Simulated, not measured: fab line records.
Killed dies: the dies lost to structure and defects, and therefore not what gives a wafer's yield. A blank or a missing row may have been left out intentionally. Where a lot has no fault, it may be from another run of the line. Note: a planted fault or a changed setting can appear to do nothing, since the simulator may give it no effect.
Chamber matching / flow sky130 / SKY_CAP2M_CVD_00 on pecvd-04: 3 sister chambers
The step deposits SiO2, target thk 15.5 nm. 14 wafers are shown with their chamber, then 7 later ones without.

## WAFERS PAIRED WITH THEIR CHAMBERS
wafer=L717.1; chamber=2; heater_power_w (W)=784
wafer=L717.3; chamber=1; heater_power_w (W)=723
wafer=L717.6; chamber=2; heater_power_w (W)=621
wafer=L720.1; chamber=2; heater_power_w (W)=766
wafer=L720.2; chamber=0; heater_power_w (W)=830
wafer=L720.6; chamber=1; heater_power_w (W)=770
wafer=L721.1; chamber=1; heater_power_w (W)=658
wafer=L721.4; chamber=2; heater_power_w (W)=749
wafer=L721.6; chamber=1; heater_power_w (W)=641
wafer=L722.1; chamber=2; heater_power_w (W)=641
wafer=L722.3; chamber=2; heater_power_w (W)=658
wafer=L722.5; chamber=2; heater_power_w (W)=654
wafer=L723.1; chamber=2; heater_power_w (W)=671
wafer=L723.4; chamber=0; heater_power_w (W)=693

SIGNATURES (averages over the wafers above)
reading=heater_power_w; chamber 0=761.50; chamber 1=698.00; chamber 2=693.00; scatter within a chamber=66
Rule: a wafer's distance from a chamber is the root of the sum, over the readings, of the square of ((its reading less the chamber's mean) divided by the reading's scatter). The wafer belongs to the nearest chamber; if the next one is less than 2 further off, it can't be placed. How the scatter is found: for the shown wafers, subtract from each reading the mean of its chamber, square and add these, divide the total by (wafers less chambers), then take the root.

## WAFERS WITH NO CHAMBER GIVEN
wafer=L723.5; heater_power_w (W)=696
wafer=L735.1; heater_power_w (W)=668
wafer=L735.2; heater_power_w (W)=736
wafer=L735.4; heater_power_w (W)=648
wafer=L738.1; heater_power_w (W)=648
wafer=L738.2; heater_power_w (W)=805
wafer=L738.4; heater_power_w (W)=666

## THE CHAMBER EACH PASSED THROUGH
wafer=L723.5; from the rows above=can't be placed: 1 or 2 or 0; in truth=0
wafer=L735.1; from the rows above=can't be placed: 2 or 1 or 0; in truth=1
wafer=L735.2; from the rows above=can't be placed: 0 or 1 or 2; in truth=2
wafer=L735.4; from the rows above=can't be placed: 2 or 1 or 0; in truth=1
wafer=L738.1; from the rows above=can't be placed: 2 or 1 or 0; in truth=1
wafer=L738.2; from the rows above=can't be placed: 0 or 1 or 2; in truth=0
wafer=L738.4; from the rows above=can't be placed: 2 or 1 or 0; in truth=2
0 of 7 placed correctly. These rows do not allow placing 7 (true chamber among the candidates in 7). Number placed wrongly: 0.
